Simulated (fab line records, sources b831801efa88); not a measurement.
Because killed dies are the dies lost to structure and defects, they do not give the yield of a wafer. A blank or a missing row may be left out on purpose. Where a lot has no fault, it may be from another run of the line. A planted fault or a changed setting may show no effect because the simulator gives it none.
Which of the tools did it? | flow gf180mcu | Sampling: 13 lots, 39 wafers, 6 of 602 route steps

## WHAT EACH GAUGE READ, for each wafer
GF_STI_THK_MEAS_24.
lot  | measured    | on            | STI_CVD_23_THK (nm)
L160 | day 2 08:59 | film metro-04 | 660 653 645
L161 | day 2 12:55 | film metro-01 | 659 658 637
L163 | day 3 01:01 | film metro-04 | 648 656 638
L164 | day 3 05:18 | film metro-02 | 656 658 648
L165 | day 3 10:01 | film metro-02 | 639 646 645
L174 | day 5 10:52 | film metro-02 | 645 651 644
L175 | day 5 14:28 | film metro-02 | 649 658 642
L176 | day 5 19:34 | film metro-04 | 652 631 661
L178 | day 6 05:20 | film metro-04 | 640 655 663
L179 | day 6 10:37 | film metro-02 | 647 661 652
L180 | day 6 15:48 | film metro-01 | 659 631 640
L181 | day 6 22:37 | film metro-04 | 645 650 651
L182 | day 7 03:07 | film metro-01 | 637 660 648

GF_HV_LDD_TW_MEAS_11.
lot  | measured     | on            | HV_LDD_TW
L160 | day 10 14:55 | film metro-03 | 2418 2408 2407
L161 | day 10 16:12 | film metro-01 | 2393 2397 2409
L163 | day 11 07:50 | film metro-04 | 2420 2421 2416
L164 | day 11 20:12 | film metro-01 | 2408 2416 2397
L165 | day 11 21:48 | film metro-01 | 2866 2875 2876
L174 | day 14 20:32 | film metro-01 | 2856 2871 2862
L175 | day 15 04:32 | film metro-03 | 2415 2411 2416
L176 | day 15 09:04 | film metro-03 | 2421 2408 2406
L178 | day 16 01:15 | film metro-01 | 2410 2398 2412
L179 | day 16 07:38 | film metro-01 | 2420 2407 2414
L180 | day 16 17:44 | film metro-04 | 2411 2415 2420
L181 | day 16 22:30 | film metro-01 | 2410 2412 2398
L182 | day 17 04:35 | film metro-03 | 2444 2437 2441

GF_HV_LDD_OVL_MEAS_20.
lot  | measured     | on         | HV_LDD_01_OVL (nm)
L160 | day 11 09:33 | overlay-01 | 0.9 2.9 -0.5
L161 | day 11 10:36 | overlay-02 | -0.6 -1.0 -3.1
L163 | day 12 02:57 | overlay-01 | -1.5 -2.0 -1.2
L164 | day 12 15:04 | overlay-02 | -1.1 0.7 -0.3
L165 | day 12 16:22 | overlay-02 | 0.5 2.4 -0.9
L174 | day 15 18:03 | overlay-02 | -1.1 -0.7 -0.9
L175 | day 16 02:35 | overlay-01 | -1.3 0.2 0.3
L176 | day 16 07:03 | overlay-02 | -3.0 -3.0 -4.4
L178 | day 17 00:21 | overlay-02 | -0.2 -1.2 -0.5
L179 | day 17 07:18 | overlay-01 | 2.9 2.5 0.3
L180 | day 17 17:56 | overlay-01 | 0.8 -0.7 0.3
L181 | day 17 22:49 | overlay-02 | -1.4 0.1 -1.0
L182 | day 18 04:34 | overlay-01 | -2.2 -3.7 -3.1

GF_HV_LDD_RS_MEAS_53: measures by four-point-probe.
lot  | measured     | on            | HV_LDD_RS (ohm/sq)
L160 | day 13 01:19 | film metro-01 | 419.0 418.9 418.8
L161 | day 13 03:38 | film metro-04 | 419.1 418.7 419.3
L163 | day 13 20:00 | film metro-01 | 418.9 419.9 419.6
L164 | day 14 09:02 | film metro-01 | 418.2 419.5 418.7
L165 | day 14 10:49 | film metro-01 | 312.1 312.5 312.7
L174 | day 17 17:10 | film metro-01 | 311.7 311.3 311.6
L175 | day 18 02:51 | film metro-04 | 418.4 418.3 418.0
L176 | day 18 08:10 | film metro-04 | 418.7 418.2 417.7
L178 | day 19 01:22 | film metro-04 | 420.5 419.2 418.3
L179 | day 19 09:04 | film metro-01 | 416.0 417.7 417.4
L180 | day 19 21:50 | film metro-04 | 418.1 417.9 418.5
L181 | day 20 01:16 | film metro-03 | 420.0 419.5 420.3
L182 | day 20 07:38 | film metro-03 | 417.3 417.7 416.3

## WHAT TOOL EACH LOT RAN ON (gives the tool, then ch and the chambers of the sampled wafers, and finally the start)
lot  | GF_STI_STRIP_15                     | GF_HV_LDD_IMPLANT_09
L160 | plasma asher-02 ch 0,1, day 2 07:14 | implanter-01 ch 0, day 10 14:40
L161 | plasma asher-03 ch 0,1, day 2 11:10 | implanter-01 ch 0, day 10 15:58
L163 | plasma asher-01 ch 0,1, day 2 22:07 | implanter-03 ch 0, day 11 07:35
L164 | plasma asher-03 ch 0,1, day 3 03:35 | implanter-03 ch 0, day 11 19:59
L165 | plasma asher-01 ch 0,1, day 3 08:17 | implanter-02 ch 0, day 11 21:14
L174 | plasma asher-03 ch 1, day 5 09:08   | implanter-01 ch 0, day 14 19:44
L175 | plasma asher-02 ch 0,1, day 5 11:58 | implanter-01 ch 0, day 15 04:17
L176 | plasma asher-03 ch 0,1, day 5 17:49 | implanter-03 ch 0, day 15 08:50
L178 | plasma asher-03 ch 0,1, day 6 03:38 | implanter-03 ch 0, day 16 01:03
L179 | plasma asher-03 ch 0, day 6 08:53   | implanter-01 ch 0, day 16 07:23
L180 | plasma asher-03 ch 1, day 6 14:02   | implanter-01 ch 0, day 16 17:30
L181 | plasma asher-02 ch 0, day 6 20:06   | implanter-01 ch 0, day 16 22:16
L182 | plasma asher-03 ch 0,1, day 7 00:52 | implanter-01 ch 0, day 17 04:21
- GF_STI_STRIP_15: strips in O2/N2.
- GF_HV_LDD_IMPLANT_09

## WHAT THE TOOLS THEMSELVES READ (means of the sampled wafers that have a number; where no wafer has one, the mark that the record gives instead)
GF_STI_STRIP_15.
lot  | tool            | drypump motor current A (A) | heater power w (W) | oes product au (a.u.) | platen temp c (C) | strip time to endpoint s (s)
L160 | plasma asher-02 | 5.5                         | 287                | 0.389                 | 250.03            | 3.76
L161 | plasma asher-03 | 6.4                         | 375                | 0.382                 | 249.97            | 3.76
L163 | plasma asher-01 | 5.8                         | 369                | 0.387                 | 249.96            | 3.74
L164 | plasma asher-03 | 6.4                         | 372                | 0.381                 | 249.90            | 3.69
L165 | plasma asher-01 | 5.7                         | 375                | 0.381                 | 249.94            | 3.78
L174 | plasma asher-03 | 6.3                         | 334                | 0.382                 | 250.02            | 3.75
L175 | plasma asher-02 | 5.6                         | 295                | 0.383                 | 249.90            | 3.67
L176 | plasma asher-03 | 6.4                         | 350                | 0.386                 | 249.93            | 3.76
L178 | plasma asher-03 | 6.4                         | 345                | 0.384                 | 249.97            | 3.78
L179 | plasma asher-03 | 6.4                         | 382                | 0.376                 | 249.90            | 3.78
L180 | plasma asher-03 | 6.3                         | 334                | 0.382                 | 250.04            | 3.72
L181 | plasma asher-02 | 5.5                         | 280                | 0.382                 | 249.82            | 3.65
L182 | plasma asher-03 | 6.4                         | 371                | 0.378                 | 249.80            | 3.69

## THE ANSWER, worked out from the rows above alone
Rule: the usual values come from the lots themselves. Put in order of their means at a reading, lots are off if they are a third of the lots or fewer, leave a main group of 4 or more, and stand apart from it by a gap of 3 or more times the standard deviation of the main group's means; of several such gaps the widest counts. The tables above print the reading to a certain number of digits; a main group whose means all agree to those digits is not used. A lot without any number at a reading at which 4 lots or more have one is off too. All remaining lots with rows at the step are treated as sound. After the gauges, taken in route order, come the tools' own readings; for these a lot's mean is taken, as printed above. At the first step where some lot is off, the reading lying furthest off is the one used; lots without a number count as furthest.
Off: L165, L174, at GF_HV_LDD_TW_MEAS_11 (HV_LDD_TW). Mean 2413 and standard deviation 10 in the main group.
A tool fits if, at a process step before that reading, it ran every lot that is off, and no sound lot after the first of them. The gauges at GF_HV_LDD_TW_MEAS_11 are tried like those tools. Not one of the candidates tried fits.

## WHAT THE SIMULATOR HAD INSERTED
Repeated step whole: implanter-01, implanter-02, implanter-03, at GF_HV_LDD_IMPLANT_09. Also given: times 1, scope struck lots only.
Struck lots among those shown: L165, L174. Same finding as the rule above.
